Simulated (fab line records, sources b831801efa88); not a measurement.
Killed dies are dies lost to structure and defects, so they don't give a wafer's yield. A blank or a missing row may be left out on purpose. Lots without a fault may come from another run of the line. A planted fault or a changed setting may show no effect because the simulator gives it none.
Which tool did it? | flow gf180mcu | 15 lots, 45 wafers sampled, at 4 steps of a route of 602

WHAT THE GAUGES READ, wafer by wafer
GF_HV_LDD_OVL_MEAS_32.
lot  | measured     | on         | HV_LDD_02_OVL (nm)
L375 | day 11 13:32 | overlay-01 | 0.4 3.7 0.5
L376 | day 11 19:43 | overlay-02 | 1.3 4.5 2.3
L378 | day 12 16:07 | overlay-01 | 0.4 2.6 0.5
L379 | day 12 22:00 | overlay-02 | 1.1 0.9 0.2
L383 | day 14 02:44 | overlay-01 | 0.0 0.2 -1.3
L384 | day 14 13:59 | overlay-02 | -1.7 0.9 -0.3
L386 | day 15 01:34 | overlay-01 | 2.8 3.5 3.1
L387 | day 15 11:07 | overlay-01 | -0.1 0.7 3.5
L390 | day 16 13:35 | overlay-02 | 0.5 0.0 -0.6
L391 | day 16 16:01 | overlay-02 | 1.2 1.0 1.1
L392 | day 16 22:52 | overlay-01 | 2.6 3.4 3.7
L393 | day 17 07:07 | overlay-02 | -3.6 -3.0 -2.0
L394 | day 17 18:11 | overlay-02 | -1.4 0.4 -0.7
L395 | day 18 02:14 | overlay-01 | 1.8 -0.3 0.6
L398 | day 19 04:58 | overlay-02 | 1.3 -0.7 0.2

GF_NSD_CD_MEAS_07: target cd 400 nm.
lot  | measured     | on        | cd_nm (nm)
L375 | day 13 09:31 | cd_sem-01 | 400 398 401
L376 | day 13 15:22 | cd_sem-01 | 402 402 401
L378 | day 14 13:58 | cd_sem-02 | 396 393 394
L379 | day 14 18:45 | cd_sem-02 | 399 400 399
L383 | day 16 00:34 | cd_sem-01 | 399 397 401
L384 | day 16 11:51 | cd_sem-02 | 395 393 395
L386 | day 17 01:19 | cd_sem-01 | 396 396 398
L387 | day 17 09:22 | cd_sem-01 | 400 398 400
L390 | day 18 14:59 | cd_sem-01 | 403 403 404
L391 | day 18 17:20 | cd_sem-01 | 402 401 404
L392 | day 19 00:38 | cd_sem-01 | 402 406 403
L393 | day 19 09:52 | cd_sem-01 | - - -
L394 | day 19 20:31 | cd_sem-02 | - - -
L395 | day 20 06:19 | cd_sem-01 | - - -
L398 | day 21 09:55 | cd_sem-01 | 399 401 399

WHICH TOOL RAN EACH LOT (tool, then ch and the chambers of the sampled wafers, then the start)
lot  | GF_HV_LDD_STRIP_10                   | GF_NSD_EXPOSE_04
L375 | plasma_asher-01 ch 0,1, day 10 01:49 | iline_stepper-01 ch 0, day 12 23:45
L376 | plasma_asher-01 ch 0, day 10 06:25   | iline_stepper-02 ch 0, day 13 05:27
L378 | plasma_asher-01 ch 0,1, day 11 01:49 | iline_stepper-02 ch 0, day 14 03:29
L379 | plasma_asher-03 ch 0,1, day 11 07:25 | iline_stepper-02 ch 0, day 14 08:02
L383 | plasma_asher-03 ch 0, day 12 10:56   | iline_stepper-01 ch 0, day 15 14:05
L384 | plasma_asher-01 ch 1, day 12 20:56   | iline_stepper-01 ch 0, day 16 01:44
L386 | plasma_asher-02 ch 0,1, day 13 08:12 | iline_stepper-02 ch 0, day 16 14:11
L387 | plasma_asher-02 ch 0,1, day 13 16:43 | iline_stepper-01 ch 0, day 16 23:10
L390 | plasma_asher-01 ch 0,1, day 14 19:17 | iline_stepper-01 ch 0, day 18 03:51
L391 | plasma_asher-03 ch 0,1, day 14 21:39 | iline_stepper-02 ch 0, day 18 06:12
L392 | plasma_asher-01 ch 0,1, day 15 04:01 | iline_stepper-02 ch 0, day 18 12:43
L393 | plasma_asher-03 ch 0,1, day 15 12:30 | iline_stepper-01, day 18 22:08
L394 | plasma_asher-01 ch 0,1, day 15 22:02 | iline_stepper-02, day 19 09:18
L395 | plasma_asher-03 ch 0,1, day 16 05:05 | iline_stepper-02, day 19 19:01
L398 | plasma_asher-03 ch 0,1, day 17 05:55 | iline_stepper-02 ch 0, day 20 22:11
- GF_HV_LDD_STRIP_10: strips in O2/N2.
- GF_NSD_EXPOSE_04: exposes mask Nplus, target cd 400 nm.

WHAT THE TOOLS THEMSELVES READ (means of the sampled wafers that have a number; where no wafer has one, the mark that the record gives instead)
GF_HV_LDD_STRIP_10.
lot  | tool            | drypump_motor_current_A (A) | heater_power_w (W) | oes_product_au (a.u.) | strip_time_to_endpoint_s (s)
L375 | plasma_asher-01 | 5.7                         | 328                | 0.718                 | 12.63
L376 | plasma_asher-01 | 6.6                         | 305                | 0.716                 | 12.57
L378 | plasma_asher-01 | 6.2                         | 316                | 0.716                 | 12.63
L379 | plasma_asher-03 | 5.5                         | 302                | 0.716                 | 12.60
L383 | plasma_asher-03 | 5.5                         | 293                | 0.717                 | 12.64
L384 | plasma_asher-01 | 5.2                         | 336                | 0.718                 | 12.59
L386 | plasma_asher-02 | 5.5                         | 279                | 0.714                 | 12.65
L387 | plasma_asher-02 | 5.4                         | 291                | 0.715                 | 12.65
L390 | plasma_asher-01 | 5.7                         | 324                | 0.715                 | 12.62
L391 | plasma_asher-03 | 5.6                         | 293                | 0.713                 | 12.68
L392 | plasma_asher-01 | 6.1                         | 318                | 0.712                 | 12.64
L393 | plasma_asher-03 | 5.5                         | 294                | 0.720                 | 12.65
L394 | plasma_asher-01 | 6.1                         | 320                | 0.715                 | 12.64
L395 | plasma_asher-03 | 5.6                         | 294                | 0.714                 | 12.65
L398 | plasma_asher-03 | 5.5                         | 298                | 0.715                 | 12.61

GF_NSD_EXPOSE_04.
lot  | tool             | exposure_dose_mJ_cm2 | focus_offset_nm (nm)
L375 | iline_stepper-01 | 139.83               | -0.5
L376 | iline_stepper-02 | 139.87               | 0.2
L378 | iline_stepper-02 | 140.18               | -0.6
L379 | iline_stepper-02 | 139.91               | -0.0
L383 | iline_stepper-01 | 139.82               | -0.2
L384 | iline_stepper-01 | 140.13               | 0.1
L386 | iline_stepper-02 | 139.94               | -0.1
L387 | iline_stepper-01 | 139.84               | -0.4
L390 | iline_stepper-01 | 139.93               | -0.9
L391 | iline_stepper-02 | 139.94               | -0.5
L392 | iline_stepper-02 | 139.86               | -0.1
L393 | iline_stepper-01 | -                    | -
L394 | iline_stepper-02 | -                    | -
L395 | iline_stepper-02 | -                    | -
L398 | iline_stepper-02 | 139.95               | 0.6

THE ANSWER, worked out from the rows above alone
Rule: what is usual is taken from the lots themselves. Put in order of their means at a reading, lots are off if they are a third of the lots or fewer, leave a main group of 4 or more, and stand apart from it by a gap of 3 or more times the standard deviation of the main group's means; of several such gaps the widest counts. A main group whose means are all the same, to the digits that the tables above print for the reading, isn't used. A lot without any number at a reading at which 4 lots or more have one is off too. The other lots that the step has rows for count as sound. The gauges are gone through in route order, then the tools' own readings, and for those a lot's mean is taken as printed above. The first step at which some lot is off is used, and at that step the reading that is off furthest; a lot without a number counts as furthest.
Off: L393, L394, L395, at GF_NSD_CD_MEAS_07 (cd_nm). Without a number there: L393, L394, L395. The main group: mean 399 nm, standard deviation 3.
A tool fits if, at a process step before that reading, it ran every lot that is off, and no sound lot after the first of them. The gauges at GF_NSD_CD_MEAS_07 aren't tried: what is off there is off at GF_NSD_EXPOSE_04 too, on other tools, and a gauge's error can't cause that. None of those tried fits.

WHAT THE SIMULATOR HAD PUT IN
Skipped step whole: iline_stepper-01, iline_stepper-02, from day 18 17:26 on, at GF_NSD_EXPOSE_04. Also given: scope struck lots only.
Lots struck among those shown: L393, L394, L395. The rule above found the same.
